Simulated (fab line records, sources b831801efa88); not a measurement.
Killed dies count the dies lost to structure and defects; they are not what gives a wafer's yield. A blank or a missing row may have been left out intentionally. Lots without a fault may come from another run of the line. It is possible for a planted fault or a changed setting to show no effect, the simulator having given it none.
fab line records ; flow sfq_line
record lots=5; wafers=15; last_day=84
route steps=325 shown M0@42 I0@43
lots untouched by any fault: they come from a run of this same line in which no faults occurred
start_h: hours from the record's first day to the start of the lot's first wafer shown ; wait_h: hours since the lot's step before ; " as in the row above ; L1.1+2: one row covering several wafers at once ; - no value present, or no start provided ; * or withheld: withheld ; < > ~ a bound
route shown NAME@n: NAME is a module with steps in the file, n the number in the route of the first one ; usual: mean/standard deviation of fault-free wafers ; same: alike in all rows ; chamber/n: place in a boat ; sites: each site's reading ; _std_site: the standard deviation of these ; _edge_site: inner sites' mean taken away from outer sites' mean ; radius_mm: for every site, how far away it sits from the centre of the wafer ; mask NAME#n: copy n ; behind: the tool/chamber that last shaped the wafer ; hold: why the lot was held/for how many hours/how that ended ; device: the n, p or np transistor that did not switch ; end of line: at the end of the route, the tests of the same wafers ; for a step that has no rows: nothing shown but its recipe ; killed: not the wafer's yield, but the dies lost to structure and defects at the first sort ; map: a wafer's dies, x killed, . not, _ none there
set.NAME: the run value of the setting; set.NAME@STEP: its run value at that earlier step ; model.NAME: the simulator's own value behind a step, which no gauge read
lots at some steps of the route; a table a step, a row a wafer
services: a tool's chamber out of use, with start hour (start_h, from the record's first day; less than 0 if before it), hours out, and reason
## steps
# step SFQ_TRILAYER_M0_STRIP_SOLV_CLEAN_026
# recipe chemistry=NMP; temp_c=70; time_s=600
# step SFQ_TRILAYER_I0_DEP_PECVD_027
# recipe material=SiO2; temp_c=150; time_s=111.11; pressure_torr=2.4; rf_w=183.3; precursor=SiH4/N2O; target_thk_nm=500
# usual heater_power_w=84/16; throttle_valve_pct=24.1/0.92
lot.wafer;tool;chamber;start_h;wait_h;heater_power_w;throttle_valve_pct
L943.3;pecvd-04;2;233.42;0.0;103;23.9
L943.4;pecvd-04;2;233.42;0.0;105;24.0
L943.5;pecvd-04;1;233.42;0.0;60;24.8
L951.2;pecvd-04;0;315.14;0.0;87;23.7
L951.5;pecvd-04;0;315.14;0.0;89;23.8
L951.6;pecvd-04;1;315.14;0.0;58;25.2
L952.1;pecvd-03;2;328.05;0.0;110;24.0
L952.3;pecvd-03;1;328.05;0.0;77;23.4
L952.5;pecvd-03;2;328.05;0.0;116;24.1
L959.1;pecvd-01;2;385.06;0.0;71;24.2
L959.2;pecvd-01;1;385.06;0.0;80;22.2
L959.5;pecvd-01;0;385.06;0.0;83;26.0
L964.4;pecvd-03;0;423.99;0.0;81;23.8
L964.5;pecvd-03;1;423.99;0.0;82;23.2
L964.6;pecvd-03;2;423.99;0.0;104;23.9
# step SFQ_TRILAYER_I0_CMP_CMP_028
# recipe material=SiO2; down_force_psi=3; platen_rpm=60; pad_velocity_m_s=0.94248
# usual motor_current_A=10.0/0.79; retaining_ring_pressure_frac=1.001/0.0053; time_to_endpoint_s=212/7.9
lot.wafer;tool;chamber;start_h;wait_h;motor_current_A;retaining_ring_pressure_frac;time_to_endpoint_s
L943.3;cmp-02;3;234.54;1.1;10.8;0.994;207
L943.4;cmp-02;0;234.54;1.1;10.6;1.008;219
L943.5;cmp-02;2;236.04;2.5;8.6;0.992;214
L951.2;cmp-02;2;316.32;1.1;8.7;0.997;203
L951.6;cmp-02;1;317.82;2.6;9.3;0.994;223
L951.5;cmp-02;2;317.82;2.6;9.0;0.996;218
L952.1;cmp-02;1;328.13;0.0;8.9;1.004;207
L952.3;cmp-02;2;328.13;0.0;9.1;0.997;203
L952.5;cmp-02;2;330.63;2.5;8.9;0.997;214
L959.1;cmp-02;3;390.21;5.1;10.1;1.006;203
L959.2;cmp-02;0;390.21;5.1;10.4;1.003;208
L959.5;cmp-02;0;392.71;7.6;10.3;0.994;221
L964.4;cmp-02;0;424.53;0.5;9.6;0.997;223
L964.5;cmp-02;3;426.03;2.0;10.1;1.003;217
L964.6;cmp-02;0;426.03;2.0;10.5;1.001;218
# step SFQ_I0_BOW_MEAS_907
# recipe mode=bow
# usual I0_BOW=1/7
lot.wafer;tool;chamber;start_h;wait_h;I0_BOW[um]
L943.3;film_metro-03;-;236.58;1.5;-4
L943.4;film_metro-03;-;236.58;1.5;-5
L943.5;film_metro-03;-;236.58;1.5;-6
L951.2;film_metro-04;-;318.84;2.0;-3
L951.5;film_metro-04;-;318.84;2.0;-2
L951.6;film_metro-04;-;318.84;2.0;4
L952.1;film_metro-01;-;331.13;2.5;11
L952.3;film_metro-01;-;331.13;2.5;9
L952.5;film_metro-01;-;331.13;2.5;-2
L959.1;film_metro-04;-;393.21;2.5;4
L959.2;film_metro-04;-;393.21;2.5;3
L959.5;film_metro-04;-;393.21;2.5;7
L964.4;film_metro-04;-;427.09;2.1;5
L964.5;film_metro-04;-;427.09;2.1;1
L964.6;film_metro-04;-;427.09;2.1;7
# step SFQ_TRILAYER_I0_METRO_MEASURE_029
# usual thk_nm=202.1/1.1
lot.wafer;tool;chamber;start_h;wait_h;thk_nm
L943.3;film_metro-03;-;237.06;0.5;201.7
L943.4;film_metro-03;-;237.06;0.5;202.9
L943.5;film_metro-03;-;237.06;0.5;202.2
L951.2;film_metro-04;-;319.14;0.3;203.4
L951.5;film_metro-04;-;319.14;0.3;203.1
L951.6;film_metro-04;-;319.14;0.3;203.4
L952.1;film_metro-01;-;331.25;0.1;203.1
L952.3;film_metro-01;-;331.25;0.1;201.5
L952.5;film_metro-01;-;331.25;0.1;202.4
L959.1;film_metro-04;-;393.33;0.1;200.7
L959.2;film_metro-04;-;393.33;0.1;201.7
L959.5;film_metro-04;-;393.33;0.1;202.4
L964.4;film_metro-04;-;427.75;0.6;203.7
L964.5;film_metro-04;-;427.75;0.6;201.7
L964.6;film_metro-04;-;427.75;0.6;202.7
# step SFQ_TRILAYER_I0_VIA_LITHO_COAT_036
# recipe resist=BARC; spin_rpm=3000; resist_thk_nm=62
# step SFQ_TRILAYER_I0_VIA_LITHO_COAT_031
# recipe resist=KrF; spin_rpm=3000; resist_thk_nm=650
# step SFQ_TRILAYER_I0_VIA_LITHO_SOFTBAKE_035
# recipe temp_c=withheld; time_s=withheld; resist=KrF
# step SFQ_TRILAYER_I0_VIA_LITHO_EXPOSE_032
# recipe mask_id=I0; na=0.6; source_shape=conventional; sigma_outer=0.65; target_cd_nm=500; dose_mj=21.3
# step SFQ_TRILAYER_I0_VIA_LITHO_PEB_034
# recipe peb_temp_c=115; peb_time_s=60; resist=KrF
# step SFQ_TRILAYER_I0_VIA_LITHO_DEVELOP_033
# recipe time_s=60; resist=KrF
# step SFQ_I0_OVL_MEAS_908
# usual I0_OVL=-4/5.1
lot.wafer;tool;chamber;start_h;wait_h;I0_OVL[nm]
L943.3;overlay-02;-;361.27;0.1;-7
L943.4;overlay-02;-;361.27;0.1;-13
L943.5;overlay-02;-;361.27;0.1;-13
L951.2;overlay-02;-;450.19;0.1;-12
L951.5;overlay-02;-;450.19;0.1;-5
L951.6;overlay-02;-;450.19;0.1;-10
L952.1;overlay-02;-;469.39;0.1;7
L952.3;overlay-02;-;469.39;0.1;1
L952.5;overlay-02;-;469.39;0.1;3
L959.1;overlay-01;-;515.30;0.1;-9
L959.2;overlay-01;-;515.30;0.1;-8
L959.5;overlay-01;-;515.30;0.1;-10
L964.4;overlay-02;-;521.32;0.1;-2
L964.5;overlay-02;-;521.32;0.1;2
L964.6;overlay-02;-;521.32;0.1;-6
# step SFQ_TRILAYER_I0_VIA_BARC_OPEN_VIA_ETCH_046
# recipe mask_material=PR; chemistry=O2; target_depth_nm=125; target=BARC; source_w=500; bias_w=80; pressure_mtorr=30; time_s=41.7
# usual drypump_motor_current_A=5.7/0.44; oes_product_au=0.686/0.0043; run_length_s=70.0/0.45
lot.wafer;tool;chamber;start_h;wait_h;drypump_motor_current_A;oes_product_au;rf_hours_counter_h;run_length_s
L943.3;rie_diel-04;0;361.30;0.0;6.0;0.680;5;69.6
L943.4;rie_diel-04;2;361.30;0.0;5.0;0.682;3;69.3
L943.5;rie_diel-04;1;361.30;0.0;6.2;0.689;-;70.1
L951.2;rie_diel-02;3;450.22;0.0;5.9;0.686;2;69.8
L951.5;rie_diel-02;0;450.22;0.0;6.0;0.713;-;67.8
L951.6;rie_diel-02;1;450.22;0.0;5.6;0.688;-;70.3
L952.1;rie_diel-04;0;469.42;0.0;6.0;0.687;7;70.1
L952.3;rie_diel-04;3;469.42;0.0;6.3;0.689;10;70.9
L952.5;rie_diel-04;2;469.42;0.0;5.0;0.690;-;69.2
L959.1;rie_diel-02;0;515.33;0.0;6.0;0.687;7;69.8
L959.2;rie_diel-02;3;515.33;0.0;5.9;0.685;3;70.1
L959.5;rie_diel-02;2;515.33;0.0;5.6;0.682;-;70.1
L964.4;rie_diel-02;1;521.33;0.0;5.6;0.690;41;70.7
L964.5;rie_diel-02;2;521.33;0.0;5.6;0.682;-;70.1
L964.6;rie_diel-02;3;521.33;0.0;5.9;0.679;-;70.3
# step SFQ_TRILAYER_I0_VIA_ETCH_VIA_ETCH_034
# recipe target=SiO2; stop_on=Nb; mask_material=PR; taper_deg=20; chemistry=CHF3; target_depth_nm=260; source_w=500; bias_w=80; pressure_mtorr=30; time_s=withheld
# usual drypump_motor_current_A=5.7/0.44; oes_product_au=0.859/0.0052
lot.wafer;tool;chamber;start_h;wait_h;drypump_motor_current_A;oes_product_au
L943.3;rie_diel-04;0;361.34;0.0;6.0;0.861
L943.4;rie_diel-04;2;361.34;0.0;5.0;0.862
L943.5;rie_diel-04;1;361.34;0.0;6.2;0.857
L951.2;rie_diel-02;3;450.26;0.0;5.9;0.860
L951.5;rie_diel-02;0;450.26;0.0;6.0;0.866
L951.6;rie_diel-02;1;450.26;0.0;5.7;0.863
L952.1;rie_diel-04;0;469.46;0.0;6.0;0.864
L952.3;rie_diel-04;3;469.46;0.0;6.3;0.852
L952.5;rie_diel-04;2;469.46;0.0;5.1;0.866
L959.1;rie_diel-02;0;515.37;0.0;6.1;0.852
L959.2;rie_diel-02;3;515.37;0.0;5.9;0.855
L959.5;rie_diel-02;2;515.37;0.0;5.6;0.851
L964.4;rie_diel-02;1;521.37;0.0;5.7;0.854
L964.5;rie_diel-02;2;521.37;0.0;5.6;0.865
L964.6;rie_diel-02;3;521.37;0.0;5.9;0.859
## services
tool;chamber;start_h;hours;kind
cmp-02;-;211.77;1.1;repair
film_metro-04;-;227.58;1.1;pm
rie_diel-02;0;231.04;13.5;repair
rie_diel-04;-;233.32;0.6;repair
rie_diel-02;1;247.55;8.2;repair
cmp-02;-;258.61;1.5;repair
film_metro-04;-;265.43;0.7;pm
film_metro-04;-;305.55;1.1;pm
cmp-02;-;324.46;0.4;repair
rie_diel-04;3;325.03;13.9;repair
cmp-02;-;337.36;6.1;pm
cmp-02;-;343.47;3.7;pm
film_metro-04;-;344.31;1.6;pm
film_metro-04;-;351.55;5.3;pm
rie_diel-02;1;354.60;6.1;repair
cmp-02;-;368.19;16.5;pm
cmp-02;-;386.60;3.6;repair
cmp-02;-;406.86;4.0;pm
rie_diel-02;3;418.14;7.9;repair
cmp-02;-;449.32;4.0;repair
rie_diel-04;0;473.22;7.6;repair
cmp-02;-;492.99;0.3;repair
cmp-02;-;503.83;0.2;repair
rie_diel-04;0;520.80;132.0;repair
## key
first_sign step=SFQ_TRILAYER_I0_VIA_BARC_OPEN_VIA_ETCH_046; reading=oes_product_au; direction=up; sigmas=6.3; usual=0.686; struck=0.713
effect step=SFQ_TRILAYER_I0_VIA_BARC_OPEN_VIA_ETCH_046; reading=run_length_s; direction=down; sigmas=4.9; usual=*; struck=*
met_at SFQ_TRILAYER_I0_VIA_BARC_OPEN_VIA_ETCH_046
struck_wafers L951.5
fault kind=process_parameter_drift; tool=rie_diel-02; chamber=0; onset_h=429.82; steps=SFQ_TRILAYER_I0_VIA_BARC_OPEN_VIA_ETCH_046; channel=time_s; offset=*; shape=step; end_h=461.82; acts_in=*; stated=*
